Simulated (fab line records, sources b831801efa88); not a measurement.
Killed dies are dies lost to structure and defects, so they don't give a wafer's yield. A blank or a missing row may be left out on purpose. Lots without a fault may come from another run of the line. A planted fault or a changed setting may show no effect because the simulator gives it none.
Which tool did it? | flow gf180mcu | 12 lots, 36 wafers sampled, at 5 steps of a route of 602

WHAT THE GAUGES READ, wafer by wafer
GF_TOP_METAL_RS_MEAS_05: measures by four-point-probe. Usual: TOP_METAL_ALCU_RS 0.0328 ohm/sq, standard deviation 0.00034.
lot  | measured     | on            | TOP_METAL_ALCU_RS (ohm/sq) | flag
L367 | day 27 22:03 | film_metro-02 | 0.0329 0.0324 0.0328       |
L369 | day 28 10:33 | film_metro-01 | 0.0325 0.0327 0.0323       |
L370 | day 28 23:16 | film_metro-02 | 0.0327 0.0327 0.0329       |
L376 | day 30 17:47 | film_metro-01 | 0.0326 0.0324 0.0322       |
L377 | day 30 20:15 | film_metro-02 | 0.0331 0.0330 0.0331       |
L380 | day 31 15:01 | film_metro-02 | 0.0332 0.0329 0.0325       |
L383 | day 32 15:37 | film_metro-03 | 0.0331 0.0328 0.0327       |
L384 | day 33 00:14 | film_metro-01 | 0.0333 0.0335 0.0335       |
L385 | day 33 05:01 | film_metro-02 | 0.0324 0.0324 0.0325       |
L386 | day 33 09:31 | film_metro-02 | 0.0328 0.0327 0.0325       |
L387 | day 33 13:17 | film_metro-03 | 0.0332 0.0333 0.0331       |
L389 | day 34 00:08 | film_metro-01 | 0.0324 0.0324 0.0325       |

GF_TOP_METAL_THK_MEAS_06: measures by xrf. Usual: TOP_METAL_ALCU_THK 909 nm, standard deviation 10.
lot  | measured     | on            | TOP_METAL_ALCU_THK (nm) | flag
L367 | day 27 22:10 | film_metro-02 | 913 922 909             |
L369 | day 28 10:40 | film_metro-01 | 914 905 917             |
L370 | day 28 23:23 | film_metro-02 | 910 918 910             |
L376 | day 30 17:53 | film_metro-01 | 911 916 920             |
L377 | day 30 20:22 | film_metro-02 | 902 910 906             |
L380 | day 31 15:07 | film_metro-02 | 901 903 917             |
L383 | day 32 15:43 | film_metro-03 | 896 906 909             |
L384 | day 33 00:21 | film_metro-01 | 888 887 884             |
L385 | day 33 05:07 | film_metro-02 | 923 925 922             |
L386 | day 33 09:37 | film_metro-02 | 906 909 915             |
L387 | day 33 13:23 | film_metro-03 | 896 892 898             |
L389 | day 34 00:15 | film_metro-01 | 921 920 919             |

GF_PASSIVATION_THK_MEAS_01. Usual: PASSIVATION_CVD_00_THK 1003 nm, standard deviation 14.
lot  | measured     | on            | PASSIVATION_CVD_00_THK (nm) | flag
L367 | day 28 19:14 | film_metro-03 | 1005 1008 1006              |
L369 | day 29 07:32 | film_metro-01 | 997 1014 1016               |
L370 | day 29 19:34 | film_metro-01 | 1007 990 1020               |
L376 | day 31 12:33 | film_metro-04 | 1006 1004 1036              |
L377 | day 31 14:53 | film_metro-03 | 995 947 1014                |
L380 | day 32 08:59 | film_metro-01 | 927 1005 1014               |
L383 | day 33 08:51 | film_metro-01 | 988 1005 1009               |
L384 | day 33 17:10 | film_metro-01 | 998 1007 1009               |
L385 | day 33 20:56 | film_metro-01 | 975 1001 1001               |
L386 | day 34 02:08 | film_metro-04 | 981 1014 989                |
L387 | day 34 05:18 | film_metro-03 | 1010 1021 1003              |
L389 | day 34 16:32 | film_metro-03 | 996 994 1014                |

WHICH TOOL RAN EACH LOT (tool, then ch and the chambers of the sampled wafers, then the start)
lot  | GF_V5_CMP_04                  | GF_PASSIVATION_CVD_00
L367 | cmp-02 ch 0,3, day 26 23:55   | pecvd-01 ch 1,2, day 28 19:08
L369 | cmp-02 ch 1,2, day 27 12:05   | pecvd-02 ch 0,1,2, day 29 07:28
L370 | cmp-02 ch 0,1,3, day 28 01:49 | pecvd-02 ch 0,1, day 29 19:29
L376 | cmp-02 ch 1,2,3, day 29 21:08 | pecvd-03 ch 0,1, day 31 12:27
L377 | cmp-02 ch 0,1, day 29 23:47   | pecvd-02 ch 0,1, day 31 14:48
L380 | cmp-01 ch 0,3, day 30 19:39   | pecvd-02 ch 0,1,2, day 32 08:54
L383 | cmp-02 ch 0,2,3, day 31 19:37 | pecvd-03 ch 0,1,2, day 33 08:45
L384 | cmp-02 ch 0,3, day 32 06:05   | pecvd-01 ch 0,1,2, day 33 17:05
L385 | cmp-02 ch 0,1, day 32 11:45   | pecvd-03 ch 0,1,2, day 33 20:50
L386 | cmp-02 ch 0,1,3, day 32 15:30 | pecvd-03 ch 0,1,2, day 34 02:02
L387 | cmp-02 ch 0,1,3, day 32 19:17 | pecvd-03 ch 0,1, day 34 05:13
L389 | cmp-02 ch 0,1, day 33 06:15   | pecvd-01 ch 1,2, day 34 16:27
- GF_V5_CMP_04: polishes SiO2.
- GF_PASSIVATION_CVD_00: deposits SiO2 from TEOS, target thk 1000 nm, time 111.95 s.

WHAT THE TOOLS THEMSELVES READ (means of the sampled wafers that have a number; where no wafer has one, the mark that the record gives instead)
GF_V5_CMP_04. Usual: motor_current_A 11.6 A, standard deviation 0.94; retaining_ring_pressure_frac 1.000, standard deviation 0.0047; slurry_filter_dp_kPa 13.49 kPa, standard deviation 0.13; slurry_flow_ml_min 150.0, standard deviation 0.43.
lot  | tool   | motor_current_A (A) | retaining_ring_pressure_frac | slurry_filter_dp_kPa (kPa) | slurry_flow_ml_min | flag
L367 | cmp-02 | 10.5                | 0.997                        | 13.49                      | 150.2              |
L369 | cmp-02 | 12.3                | 1.001                        | 13.58                      | 149.9              |
L370 | cmp-02 | 10.9                | 1.003                        | 13.40                      | 149.8              |
L376 | cmp-02 | 11.7                | 0.996                        | 13.53                      | 150.5              |
L377 | cmp-02 | 12.0                | 1.001                        | 13.55                      | 150.1              |
L380 | cmp-01 | 11.4                | 0.994                        | 13.66                      | 150.4              |
L383 | cmp-02 | 11.5                | 1.003                        | 13.41                      | 149.8              |
L384 | cmp-02 | 10.7                | 1.003                        | 13.38                      | 149.7              |
L385 | cmp-02 | 11.6                | 0.996                        | 13.41                      | 150.2              |
L386 | cmp-02 | 11.0                | 0.998                        | 13.55                      | 149.9              |
L387 | cmp-02 | 11.0                | 1.002                        | 13.51                      | 150.2              |
L389 | cmp-02 | 10.7                | 0.997                        | 13.44                      | 150.2              |

GF_PASSIVATION_CVD_00. Usual: heater_power_w 705 W, standard deviation 86; susceptor_temp_C 399.99 C, standard deviation 0.21.
lot  | tool     | heater_power_w (W) | susceptor_temp_C (C) | flag
L367 | pecvd-01 | 659                | 399.91               |
L369 | pecvd-02 | 807                | 400.07               |
L370 | pecvd-02 | 817                | 400.46               |
L376 | pecvd-03 | 670                | 399.91               |
L377 | pecvd-02 | 812                | 399.98               |
L380 | pecvd-02 | 742                | 400.00               |
L383 | pecvd-03 | 610                | 400.04               |
L384 | pecvd-01 | 690                | 399.93               |
L385 | pecvd-03 | 664                | 399.97               |
L386 | pecvd-03 | 631                | 400.17               |
L387 | pecvd-03 | 672                | 399.72               |
L389 | pecvd-01 | 641                | 400.00               |

THE ANSWER, worked out from the rows above alone
Rule: a lot is off if the mean of its wafers that have a number lies more than 3 standard deviations from the usual mean. A lot without any number at a reading at which 4 lots or more have one is off too. The other lots that the step has rows for count as sound. The gauges are gone through in route order, then the tools' own readings, and for those a lot's mean is taken as printed above. The first step at which some lot is off is used, and at that step the reading that is off furthest; a lot without a number counts as furthest.
No lot is off at any reading shown: from this, nothing can be told.

WHAT THE SIMULATOR HAD PUT IN
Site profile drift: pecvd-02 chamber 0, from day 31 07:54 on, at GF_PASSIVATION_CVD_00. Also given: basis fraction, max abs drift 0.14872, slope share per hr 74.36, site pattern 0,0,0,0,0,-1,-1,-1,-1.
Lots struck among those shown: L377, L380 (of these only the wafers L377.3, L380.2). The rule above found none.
